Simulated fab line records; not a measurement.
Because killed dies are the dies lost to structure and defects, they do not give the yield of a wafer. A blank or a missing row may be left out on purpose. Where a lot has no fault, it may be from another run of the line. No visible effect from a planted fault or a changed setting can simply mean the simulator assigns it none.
Problem report, 8D (eight disciplines) form, completed by code :: flow sky130 :: the parts of the form that need people (team, actions taken, sign-off) are left out

== 1. PROBLEM STATEMENT ==
overpolishRunS at SKY_LI_CONTACT_CMP_24 reads a mean of 13.159 s on 6 wafers of 2 lots; wafers without a fault read 20.000 s with a standard deviation of 0.009. That is -99 or more standard deviations from the usual mean.
The step: polishes, stops on PSG, t overpolish 20 s, target thk 0 nm.
Earliest sighting: wafer L746.1 on cmp-02 at day 34 01:48. Wafers with a number at this step in the record: 39, from 13 lots. Rule for "out" (also "out of limits"): further than 4 standard deviations from the usual mean. The rest of the wafers with a number are treated as sound.

== 2. WHAT IT IS, AND WHAT IT ISN'T ==
question: which readings at this step
is: overpolishRunS
is not: timeToEndpointS

question: which lots
is: L746, L747
is not: L731, L733, L734, L735, L737, L738, L740, L741, L744, L745, L754

question: which wafers of those lots
is: all that have a number
is not: -

question: read on which tools
is: cmp-02
is not: cmp-01

question: when
is: from day 34 01:48
is not: up to then (30 sound wafers); but 3 sound wafers of L754 came after

== 3. SUSPECTS, AND WHAT RULES EACH OUT ==
Counting: a tool stays on the suspect list if, at a process step up to the reading, it processed all lots that are out and no sound lot following the first of them.
- cmp-02 at SKY_LI_CONTACT_CMP_24 (polishes, stops on PSG, t overpolish 20 s, target thk 0 nm): kept. Every lot that is out went through it, starting with L746 (day 34 01:48), and after that it ran no sound lot; the last sound lot it ran before then is L740 (day 32 05:18). On those wafers its own readings are out: overpolishRunS.
Remaining after the count: cmp-02 at SKY_LI_CONTACT_CMP_24.

== 4. THE CAUSE (what the simulator had put in) ==
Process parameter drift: cmp-02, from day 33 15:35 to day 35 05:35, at SKY_LI_CONTACT_CMP_24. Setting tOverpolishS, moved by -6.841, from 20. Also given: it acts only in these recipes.
The count eliminated every tool but this one.

== 5. THE CHAIN OF EFFECTS, in route order ==
Each row: a reading where the mean over the struck wafers with a number is more than 3 standard deviations away from the usual. Readings are gone through only where the record gives a usual standard deviation; hours: the median, over the lots, of the time from a lot's start at the first step in this table giving one to that lot's start at this step; sigmas: the change measured in usual standard deviations.
hours: 0
step: SKY_LI_CONTACT_CMP_24
reading: overpolishRunS
usual: 20.000 s
on struck wafers: 13.159
change: -6.841
sigmas: -99 or more
Process steps it contains:
- SKY_LI_CONTACT_CMP_24: polishes, stops on PSG, t overpolish 20 s, target thk 0 nm.
At these later measuring or inspecting steps, every struck wafer for which the step has a row has a number for every such reading, and none has moved that far: SKY_LOCAL_INTERCONNECT_OVL_MEAS_12.

== 6. HOW IT WOULD HAVE BEEN CAUGHT EARLIER ==
First out-of-limits reading in this record: day 34 01:48, which is 10 hours after fault onset at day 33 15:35.
